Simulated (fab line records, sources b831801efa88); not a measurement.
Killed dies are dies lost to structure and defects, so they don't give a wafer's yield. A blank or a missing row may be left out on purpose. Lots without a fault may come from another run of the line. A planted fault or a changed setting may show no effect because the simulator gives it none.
Chamber matching | flow sfq_line | SFQ_TRILAYER_I6_VIA_BARC_OPEN_VIA_ETCH_235 on rie_diel-04: 4 sister chambers
The step etches BARC in O2, target depth 125 nm, time 41.7 s. 14 wafers are shown with their chamber, then 7 later ones without.

WAFERS WITH THEIR CHAMBER
wafer  | chamber | run_length_s (s) | rf_fwd_power_W (W) | oes_product_au (a.u.)
L957.2 | 0       | 69.7             | 496.9              | 0.687
L957.3 | 1       | 70.4             | 494.6              | 0.681
L957.6 | 0       | 69.6             | 493.2              | 0.680
L958.1 | 3       | 69.8             | 493.2              | 0.685
L958.4 | 2       | 69.5             | 495.1              | 0.688
L958.6 | 1       | 70.5             | 493.9              | 0.683
L960.2 | 1       | 70.6             | 498.9              | 0.689
L960.4 | 2       | 69.4             | 495.7              | 0.684
L960.5 | 0       | 69.7             | 494.9              | 0.678
L963.2 | 3       | 69.8             | 490.3              | 0.688
L963.4 | 1       | 70.4             | 493.1              | 0.679
L963.6 | 2       | 69.2             | 495.8              | 0.693
L965.2 | 1       | 70.4             | 495.4              | 0.685
L965.4 | 2       | 69.4             | 495.8              | 0.683

SIGNATURES (means of the wafers above)
reading        | chamber 0 | chamber 1 | chamber 2 | chamber 3 | scatter within a chamber
run_length_s   | 69.667    | 70.460    | 69.375    | 69.800    | 0.0928
rf_fwd_power_W | 495.000   | 495.180   | 495.600   | 491.750   | 1.78
oes_product_au | 0.68167   | 0.68340   | 0.68700   | 0.68650   | 0.00413
Rule: a wafer's distance from a chamber is the root of the sum, over the readings, of the square of ((its reading less the chamber's mean) divided by the reading's scatter). The wafer belongs to the nearest chamber; if the next one is less than 2 further off, it can't be placed. The scatter: the root of (the sum of the squares of (reading less its chamber's mean) over the shown wafers, divided by (wafers less chambers)).

WAFERS WITHOUT THEIR CHAMBER
wafer  | run_length_s (s) | rf_fwd_power_W (W) | oes_product_au (a.u.)
L965.5 | 69.5             | 496.0              | 0.687
L967.1 | 70.2             | 497.2              | 0.684
L967.2 | 70.1             | 493.1              | 0.689
L967.4 | 70.2             | 494.6              | 0.690
L978.2 | 69.4             | 494.7              | 0.688
L978.4 | 70.3             | 495.3              | 0.686
L978.6 | 69.3             | 495.2              | 0.686

WHICH CHAMBER EACH WENT THROUGH
wafer  | from the rows above          | in truth
L965.5 | can't be placed: 2 or 0      | 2
L967.1 | 1                            | 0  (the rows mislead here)
L967.2 | can't be placed: 3 or 1 or 0 | 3
L967.4 | can't be placed: 1 or 3      | 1
L978.2 | 2                            | 2
L978.4 | 1                            | 1
L978.6 | 2                            | 2
Placed correctly: 3 of 7. Can't be placed from these rows: 3 (the true chamber is among the candidates in 3). Placed wrongly: 1.
